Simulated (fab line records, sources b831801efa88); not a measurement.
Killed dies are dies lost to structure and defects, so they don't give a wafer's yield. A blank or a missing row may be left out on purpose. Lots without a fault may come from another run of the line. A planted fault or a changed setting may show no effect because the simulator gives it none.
One fault seen from 2 desks | flow sky130 | each desk has only its own numbers; what lay behind them comes last

THE TOOL OWNER'S DESK: implanter-02
The tool's own readings at SKY_LDD_LDN_IMPLANT_11: means of the sampled wafers that have a number, for each lot that ran on this tool. A lot is out of limits, marked OUT, if its mean lies more than 4 standard deviations from the usual mean; the brackets give that distance.
Columns: A = dose_ions_cm2 at SKY_LDD_LDN_IMPLANT_11, usual 1.2501e+13
lot  | first seen here | A
L111 | day 23 09:47    | 1.2478e+13
L126 | day 29 03:45    | 1.2520e+13
L127 | day 29 06:24    | 1.2516e+13
This desk's finding: nothing out of limits on any of the 3 lots.

THE METROLOGY DESK
What the gauges read, lot by lot, whatever tool the lot ran on: means of the sampled wafers that have a number. A lot is out of limits, marked OUT, if its mean lies more than 4 standard deviations from the usual mean; the brackets give that distance. Of its 8 readings 7 are shown: those that lie furthest out on some lot.
Columns: A = LDD_LDN_OVL at SKY_LDD_LDN_OVL_MEAS_07, usual 0.3 nm; B = LDD_LDN_TW at SKY_LDD_LDN_TW_MEAS_13, usual 1480; C = SPACER_CVD_00_THK at SKY_SPACER_THK_MEAS_01, usual 43.0 nm; D = cd_nm at SKY_POLY_CUT_CD_MEAS_08, usual 270.0 nm; E = POLY_CUT_OVL at SKY_POLY_CUT_OVL_MEAS_09, usual -3 nm; F = cd_nm at SKY_SD_P_CD_MEAS_07, usual 380.4 nm; G = SD_P_OVL at SKY_SD_P_OVL_MEAS_08, usual 0.5 nm
lot  | first seen here | A    | B    | C    | D     | E  | F     | G
L109 | day 21 14:17    | -0.2 | 1466 | 43.6 | 271.2 | -8 | 381.5 | -1.5
L111 | day 22 03:47    | -0.2 | 1453 | 43.3 | 267.8 | 4  | 382.5 | -0.3
L114 | day 23 10:03    | 2.6  | 1479 | 42.6 | 271.8 | -6 | 376.3 | -0.2
L126 | day 27 22:48    | -0.1 | 1471 | 43.3 | 270.8 | 5  | 380.9 | 1.5
L127 | day 28 01:00    | 0.4  | 1472 | 43.1 | 269.5 | 2  | 381.1 | 1.1
L131 | day 29 21:56    | -1.1 | 1462 | 43.3 | 269.6 | -7 | 380.2 | -1.2
This desk's finding: nothing out of limits on any of the 6 lots.

PUT TOGETHER
The tool owner's desk saw nothing out of limits.
The metrology desk saw nothing out of limits.

WHAT THE SIMULATOR HAD PUT IN
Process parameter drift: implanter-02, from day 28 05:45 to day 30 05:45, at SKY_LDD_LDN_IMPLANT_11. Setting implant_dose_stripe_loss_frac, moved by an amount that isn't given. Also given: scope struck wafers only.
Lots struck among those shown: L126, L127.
